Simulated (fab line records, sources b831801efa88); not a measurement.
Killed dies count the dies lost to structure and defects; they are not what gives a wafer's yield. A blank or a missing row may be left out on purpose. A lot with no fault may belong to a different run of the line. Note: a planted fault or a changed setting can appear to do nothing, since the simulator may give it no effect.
Which tool was responsible? :: flow sky130 :: 38 wafers from 13 lots sampled at 4 of the route's 708 steps

## WHAT EACH GAUGE READ, for each wafer
SKY_FIELD_ISO_THK_MEAS_04. Usual: for FIELD_ISO_CVD_03_THK the level is 165.7 nm and the standard deviation is 1.4.
lot: L556
measured: day 1 16:05
on: film_metro-02
FIELD_ISO_CVD_03_THK (nm): 164.3 164.4 163.9
flag: 

lot: L557
measured: day 1 19:21
on: film_metro-01
FIELD_ISO_CVD_03_THK (nm): 163.4 163.6 163.8
flag: 

lot: L558
measured: day 2 00:04
on: film_metro-02
FIELD_ISO_CVD_03_THK (nm): 166.0 166.4 166.0
flag: 

lot: L559
measured: day 2 05:40
on: film_metro-02
FIELD_ISO_CVD_03_THK (nm): 164.1 164.7 165.0
flag: 

lot: L560
measured: day 2 10:46
on: film_metro-02
FIELD_ISO_CVD_03_THK (nm): 166.4 165.9 165.5
flag: 

lot: L561
measured: day 2 14:29
on: film_metro-01
FIELD_ISO_CVD_03_THK (nm): 165.4 164.9 166.1
flag: 

lot: L565
measured: day 3 11:19
on: film_metro-04
FIELD_ISO_CVD_03_THK (nm): 166.8 167.2
flag: 

lot: L570
measured: day 4 14:08
on: film_metro-02
FIELD_ISO_CVD_03_THK (nm): 166.6 166.6 169.0
flag: 

lot: L571
measured: day 4 18:29
on: film_metro-04
FIELD_ISO_CVD_03_THK (nm): 163.4 166.4 165.9
flag: 

lot: L572
measured: day 4 22:13
on: film_metro-04
FIELD_ISO_CVD_03_THK (nm): 164.8 165.3 164.4
flag: 

lot: L575
measured: day 5 13:23
on: film_metro-04
FIELD_ISO_CVD_03_THK (nm): 168.3 169.1 169.0
flag: 

lot: L577
measured: day 5 22:29
on: film_metro-02
FIELD_ISO_CVD_03_THK (nm): 165.3 166.2 166.8
flag: 

lot: L578
measured: day 6 04:38
on: film_metro-01
FIELD_ISO_CVD_03_THK (nm): 164.8 165.8 166.1
flag: 

SKY_NWELL_TW_MEAS_15. Usual: for NWELL_TW the level is 1827 and the standard deviation is 13.
lot: L556
measured: day 4 14:03
on: film_metro-01
NWELL_TW: 1806 1796 1810
flag: 

lot: L557
measured: day 4 19:46
on: film_metro-04
NWELL_TW: 1821 1821 1824
flag: 

lot: L558
measured: day 5 00:54
on: film_metro-04
NWELL_TW: 1819 1819 1819
flag: 

lot: L559
measured: day 5 04:48
on: film_metro-04
NWELL_TW: 1821 1809 1817
flag: 

lot: L560
measured: day 5 12:34
on: film_metro-03
NWELL_TW: 1831 1834 1843
flag: 

lot: L561
measured: day 5 16:19
on: film_metro-03
NWELL_TW: 1837 1837 1830
flag: 

lot: L565
measured: day 6 20:37
on: film_metro-04
NWELL_TW: 1807 1818
flag: 

lot: L570
measured: day 7 21:13
on: film_metro-04
NWELL_TW: 1815 1811 1819
flag: 

lot: L571
measured: day 8 06:10
on: film_metro-01
NWELL_TW: 1838 1828 1835
flag: 

lot: L572
measured: day 8 06:51
on: film_metro-03
NWELL_TW: 1837 1824 1831
flag: 

lot: L575
measured: day 9 06:43
on: film_metro-01
NWELL_TW: 1815 1826 1824
flag: 

lot: L577
measured: day 10 03:54
on: film_metro-03
NWELL_TW: 1832 1833 1837
flag: 

lot: L578
measured: day 10 03:33
on: film_metro-01
NWELL_TW: 1822 1837 1824
flag: 

## WHAT TOOL EACH LOT RAN ON (gives the tool, then ch and the chambers of the sampled wafers, and finally the start)
lot: L556
SKY_FIELD_ISO_ETCH_14: rie_diel-01 ch 1,2,3, day 2 07:05
SKY_FIELD_ISO_ETCH_17: rie_si-02 ch 0,2,3, day 2 07:17

lot: L557
SKY_FIELD_ISO_ETCH_14: rie_diel-02 ch 0,2,3, day 2 10:20
SKY_FIELD_ISO_ETCH_17: rie_si-01 ch 0,1,3, day 2 10:32

lot: L558
SKY_FIELD_ISO_ETCH_14: rie_diel-04 ch 0,2,3, day 2 15:08
SKY_FIELD_ISO_ETCH_17: rie_si-02 ch 1,3, day 2 15:20

lot: L559
SKY_FIELD_ISO_ETCH_14: rie_diel-01 ch 1,2,3, day 2 21:11
SKY_FIELD_ISO_ETCH_17: rie_si-02 ch 1,2,3, day 2 21:23

lot: L560
SKY_FIELD_ISO_ETCH_14: rie_diel-01 ch 0,2,3, day 3 02:11
SKY_FIELD_ISO_ETCH_17: rie_si-02 ch 2,3, day 3 02:23

lot: L561
SKY_FIELD_ISO_ETCH_14: rie_diel-01 ch 0,1,2, day 3 06:11
SKY_FIELD_ISO_ETCH_17: rie_si-01 ch 0,1,2, day 3 06:23

lot: L565
SKY_FIELD_ISO_ETCH_14: rie_diel-01 ch 1, day 4 02:59
SKY_FIELD_ISO_ETCH_17: rie_si-02 ch 2,3, day 4 03:11

lot: L570
SKY_FIELD_ISO_ETCH_14: rie_diel-01 ch 1,3, day 5 07:38
SKY_FIELD_ISO_ETCH_17: rie_si-02 ch 0,1,3, day 5 07:50

lot: L571
SKY_FIELD_ISO_ETCH_14: rie_diel-01 ch 0,1,3, day 5 11:23
SKY_FIELD_ISO_ETCH_17: rie_si-02 ch 0,1,3, day 5 11:35

lot: L572
SKY_FIELD_ISO_ETCH_14: rie_diel-02 ch 1,2,3, day 5 15:26
SKY_FIELD_ISO_ETCH_17: rie_si-01 ch 1,3, day 5 15:38

lot: L575
SKY_FIELD_ISO_ETCH_14: rie_diel-04 ch 2,3, day 6 07:17
SKY_FIELD_ISO_ETCH_17: rie_si-01 ch 2,3, day 6 07:29

lot: L577
SKY_FIELD_ISO_ETCH_14: rie_diel-02 ch 2,3, day 6 17:50
SKY_FIELD_ISO_ETCH_17: rie_si-01 ch 2,3, day 6 18:02

lot: L578
SKY_FIELD_ISO_ETCH_14: rie_diel-04 ch 2,3, day 6 23:44
SKY_FIELD_ISO_ETCH_17: rie_si-01 ch 0,2, day 6 23:56
- SKY_FIELD_ISO_ETCH_14: etches BARC in N2/H2, stops on SiO2, time 45.9 s, target depth 60 nm.
- SKY_FIELD_ISO_ETCH_17: etches Si in HBr/Cl2/O2, target depth 342 nm, time 97.7 s.

## WHAT THE TOOLS THEMSELVES READ (means of the sampled wafers that have a number; where no wafer has one, the mark that the record gives instead)
SKY_FIELD_ISO_ETCH_14. Usual: drypump_motor_current_A 5.5 A, standard deviation 0.47; n2_flow_sccm 100.0 sccm, standard deviation 0.31; oes_product_au 0.854 a.u., standard deviation 0.0046; throttle_valve_pct 13.225 %, standard deviation 0.0086.
lot: L556
tool: rie_diel-01
drypump_motor_current_A (A): 5.3
n2_flow_sccm (sccm): 100.1
oes_product_au (a.u.): 0.853
throttle_valve_pct (%): 13.233
flag: 

lot: L557
tool: rie_diel-02
drypump_motor_current_A (A): 6.1
n2_flow_sccm (sccm): 99.9
oes_product_au (a.u.): 0.853
throttle_valve_pct (%): 13.222
flag: 

lot: L558
tool: rie_diel-04
drypump_motor_current_A (A): 5.5
n2_flow_sccm (sccm): 100.0
oes_product_au (a.u.): 0.856
throttle_valve_pct (%): 13.227
flag: 

lot: L559
tool: rie_diel-01
drypump_motor_current_A (A): 5.3
n2_flow_sccm (sccm): 99.9
oes_product_au (a.u.): 0.857
throttle_valve_pct (%): 13.221
flag: 

lot: L560
tool: rie_diel-01
drypump_motor_current_A (A): 5.6
n2_flow_sccm (sccm): 100.0
oes_product_au (a.u.): 0.854
throttle_valve_pct (%): 13.225
flag: 

lot: L561
tool: rie_diel-01
drypump_motor_current_A (A): 5.4
n2_flow_sccm (sccm): 100.4
oes_product_au (a.u.): 0.856
throttle_valve_pct (%): 13.231
flag: 

lot: L565
tool: rie_diel-01
drypump_motor_current_A (A): 4.7
n2_flow_sccm (sccm): 99.5
oes_product_au (a.u.): 0.855
throttle_valve_pct (%): 13.220
flag: 

lot: L570
tool: rie_diel-01
drypump_motor_current_A (A): 4.9
n2_flow_sccm (sccm): 99.9
oes_product_au (a.u.): 0.857
throttle_valve_pct (%): 13.226
flag: 

lot: L571
tool: rie_diel-01
drypump_motor_current_A (A): 5.2
n2_flow_sccm (sccm): 100.0
oes_product_au (a.u.): 0.853
throttle_valve_pct (%): 13.221
flag: 

lot: L572
tool: rie_diel-02
drypump_motor_current_A (A): 5.9
n2_flow_sccm (sccm): 99.8
oes_product_au (a.u.): 0.854
throttle_valve_pct (%): 13.220
flag: 

lot: L575
tool: rie_diel-04
drypump_motor_current_A (A): 5.3
n2_flow_sccm (sccm): 100.0
oes_product_au (a.u.): 0.855
throttle_valve_pct (%): 13.234
flag: 

lot: L577
tool: rie_diel-02
drypump_motor_current_A (A): 5.9
n2_flow_sccm (sccm): 100.1
oes_product_au (a.u.): 0.854
throttle_valve_pct (%): 13.232
flag: 

lot: L578
tool: rie_diel-04
drypump_motor_current_A (A): 5.3
n2_flow_sccm (sccm): 100.1
oes_product_au (a.u.): 0.853
throttle_valve_pct (%): 13.221
flag: 

SKY_FIELD_ISO_ETCH_17. Usual: drypump_motor_current_A 5.9 A, standard deviation 0.53; oes_product_au 1.001 a.u., standard deviation 0.015; throttle_valve_pct 25.656 %, standard deviation 0.013.
lot: L556
tool: rie_si-02
drypump_motor_current_A (A): 6.2
oes_product_au (a.u.): 0.992
throttle_valve_pct (%): 25.665
flag: 

lot: L557
tool: rie_si-01
drypump_motor_current_A (A): 5.5
oes_product_au (a.u.): 1.004
throttle_valve_pct (%): 25.646
flag: 

lot: L558
tool: rie_si-02
drypump_motor_current_A (A): 6.3
oes_product_au (a.u.): 0.996
throttle_valve_pct (%): 25.645
flag: 

lot: L559
tool: rie_si-02
drypump_motor_current_A (A): 6.5
oes_product_au (a.u.): 0.993
throttle_valve_pct (%): 25.662
flag: 

lot: L560
tool: rie_si-02
drypump_motor_current_A (A): 6.3
oes_product_au (a.u.): 0.990
throttle_valve_pct (%): 25.667
flag: 

lot: L561
tool: rie_si-01
drypump_motor_current_A (A): 5.7
oes_product_au (a.u.): 0.996
throttle_valve_pct (%): 25.665
flag: 

lot: L565
tool: rie_si-02
drypump_motor_current_A (A): 6.3
oes_product_au (a.u.): 0.847
throttle_valve_pct (%): 25.754
flag: OFF

lot: L570
tool: rie_si-02
drypump_motor_current_A (A): 6.2
oes_product_au (a.u.): 0.916
throttle_valve_pct (%): 25.716
flag: OFF

lot: L571
tool: rie_si-02
drypump_motor_current_A (A): 6.2
oes_product_au (a.u.): 0.908
throttle_valve_pct (%): 25.722
flag: OFF

lot: L572
tool: rie_si-01
drypump_motor_current_A (A): 5.2
oes_product_au (a.u.): 1.011
throttle_valve_pct (%): 25.653
flag: 

lot: L575
tool: rie_si-01
drypump_motor_current_A (A): 5.1
oes_product_au (a.u.): 1.003
throttle_valve_pct (%): 25.653
flag: 

lot: L577
tool: rie_si-01
drypump_motor_current_A (A): 5.0
oes_product_au (a.u.): 1.002
throttle_valve_pct (%): 25.654
flag: 

lot: L578
tool: rie_si-01
drypump_motor_current_A (A): 5.6
oes_product_au (a.u.): 0.986
throttle_valve_pct (%): 25.668
flag: 

## THE ANSWER, worked out from the rows above alone
Rule: a lot counts as off when the mean over its wafers that have a number is more than 3 standard deviations away from the usual mean. Also off: a lot with no number at a reading for which 4 or more lots have one. Any other lot the step has rows for is counted as sound. First the gauges in route order, then the tools' own readings, where a lot's mean is used as printed above. The first step at which some lot is off is used, and at that step the reading that is off furthest; a lot without a number counts as furthest.
Off: L565, L570, L571, at SKY_FIELD_ISO_ETCH_17 (oes_product_au).
If a tool, at that step or one of the process steps before it, ran each lot that is off and ran no sound lot following the first of them, it fits. Can't be told from this: 2 tools fit, rie_diel-01 at SKY_FIELD_ISO_ETCH_14, rie_si-02 at SKY_FIELD_ISO_ETCH_17.

## WHAT HAD BEEN PUT IN BY THE SIMULATOR
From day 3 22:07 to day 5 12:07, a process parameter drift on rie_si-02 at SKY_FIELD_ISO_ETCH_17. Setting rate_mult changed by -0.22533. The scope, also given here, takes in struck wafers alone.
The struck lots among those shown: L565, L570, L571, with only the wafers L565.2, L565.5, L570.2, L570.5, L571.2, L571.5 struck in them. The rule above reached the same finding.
